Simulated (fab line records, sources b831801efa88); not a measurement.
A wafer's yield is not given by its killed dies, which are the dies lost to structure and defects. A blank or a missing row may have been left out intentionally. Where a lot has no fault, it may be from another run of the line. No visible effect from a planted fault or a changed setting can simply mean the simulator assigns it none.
Problem report in the 8D (eight disciplines) form, filled by code -- flow sky130 -- the parts of the form that need people (team, actions taken, sign-off) are left out

## 1. WHAT WENT WRONG
Wafers free of any fault read 0.02712 ohm/sq (standard deviation 0.00026) for METAL5_ALCU_RS at SKY_METAL5_RS_MEAS_05, against a mean of 0.02513 ohm/sq on 2 wafers of 2 lots. That is -7.7 standard deviations from the usual mean.
The step: measures by four-point-probe.
Seen first at day 48 14:51 on filmMetro-01, wafer L895.2. The record has a number at this step for 18 wafers belonging to 6 lots. By rule, "out" or "out of limits" means more than 4 standard deviations away from the usual mean. Any other wafer with a number is counted as sound.

## 2. WHAT IT IS AND WHAT IT IS NOT
question,is,is not
which readings at this step,METAL5_ALCU_RS,-
which lots,"L895, L896","L875, L876, L882, L897"
which wafers of those lots,"L895.2, L896.1","L895.1, L895.5, L896.3, L896.4"
read on which gauges,"filmMetro-01, filmMetro-04",filmMetro-03
when,from day 48 14:51,"up to then (11 sound wafers); but 5 sound wafers of L896, L897 came after"

## 3. THE SUSPECTS, EACH WITH WHAT RULES IT OUT
Counting: a tool at a process step up to the reading stays a suspect if it ran every lot that is out. Sound lots after the first of them don't rule it out here, since some wafers of a struck lot are sound.
- the gauge at SKY_METAL5_RS_MEAS_05 has been ruled out. Those wafers that are out were read across 2 gauges (filmMetro-01, filmMetro-04).
- rieDiel-02 at SKY_VIA4_ETCH_12 (etches SiO2 in C4F8/O2/Ar, stops on TiN, target depth 580 nm): kept. Every lot that is out went through it, the first being L895 (day 48 13:16); the last sound lot it ran before that was L876 (day 43 10:52).
- pvdSputter-01 at SKY_VIA4_SPUTTER_17 (material TiN, target thk 20 nm, time 80 s): kept. Every lot that is out went through it, the first being L895 (day 48 13:59); the last sound lot it ran before that was L882 (day 45 09:56).
- cvdW-02 at SKY_VIA4_CVD_18 (deposits W, target thk 505 nm, time 152.14 s): kept. Every lot that is out went through it, the first being L895 (day 48 14:02); the last sound lot it ran before that was L882 (day 45 10:00).
- pvdSputter-04 at SKY_METAL5_SPUTTER_01 (material TiN, target thk 20 nm, time 16.7 s): kept. Every lot that is out went through it, the first being L895 (day 48 14:41); the last sound lot it ran before that was L876 (day 43 12:17).
- pvdSputter-04 at SKY_METAL5_SPUTTER_02 (material AlCu, target thk 1150 nm, time 61.2 s): kept. Every lot that is out went through it, the first being L895 (day 48 14:43); the last sound lot it ran before that was L876 (day 43 12:19).
Left after counting: rieDiel-02 at SKY_VIA4_ETCH_12, pvdSputter-01 at SKY_VIA4_SPUTTER_17, cvdW-02 at SKY_VIA4_CVD_18, pvdSputter-04 at SKY_METAL5_SPUTTER_01, pvdSputter-04 at SKY_METAL5_SPUTTER_02.

## 4. THE CAUSE (what the simulator had put in)
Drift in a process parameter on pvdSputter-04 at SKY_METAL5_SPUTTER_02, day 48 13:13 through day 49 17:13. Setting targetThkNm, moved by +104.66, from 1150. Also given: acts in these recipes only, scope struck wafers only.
Counting left 5 suspects, and this tool is among them.

## 5. THE CHAIN OF EFFECTS, in route order
One row per reading whose mean, taken over the struck wafers that have a number, lies over 3 standard deviations from the usual. Only readings for which the record gives a usual standard deviation are gone through. hours: the time from each lot's start at the first step in this table that gives one to its start at this step, as a median over the lots. sigmas: the change in usual standard deviations.
hours,step,reading,usual,on struck wafers,change,sigmas
0,SKY_METAL5_RS_MEAS_05,METAL5_ALCU_RS,0.02712 ohm/sq,0.02513,-0.00199,-7.7
5,SKY_METAL5_THK_MEAS_06,METAL5_ALCU_THK,1145 nm,1234,+90,+6.4
18,SKY_METAL5_METAL_ETCH_15,oesProductAu,0.894 a.u.,0.915,+0.021,+3.7
Here are the process steps it includes:
- SKY_METAL5_METAL_ETCH_15: etches the open film in Cl2/BCl3, stops on SiO2, target depth 1260 nm, time 252 s.

## 6. HOW IT WOULD HAVE BEEN CAUGHT EARLIER
The first out-of-limits reading at a measuring or inspecting step in this record came at day 48 14:51, 2 hours after the fault's start at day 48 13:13.
Tool readings at SKY_METAL5_SPUTTER_02 with a usual standard deviation given in the record: none out on any struck wafer, hence no alarm at a limit of 4 standard deviations on them.
Lots out: 2; of these, L896 started SKY_METAL5_SPUTTER_02 on pvdSputter-04 after day 48 14:51. Had the tool been put on hold then, it would have been spared.
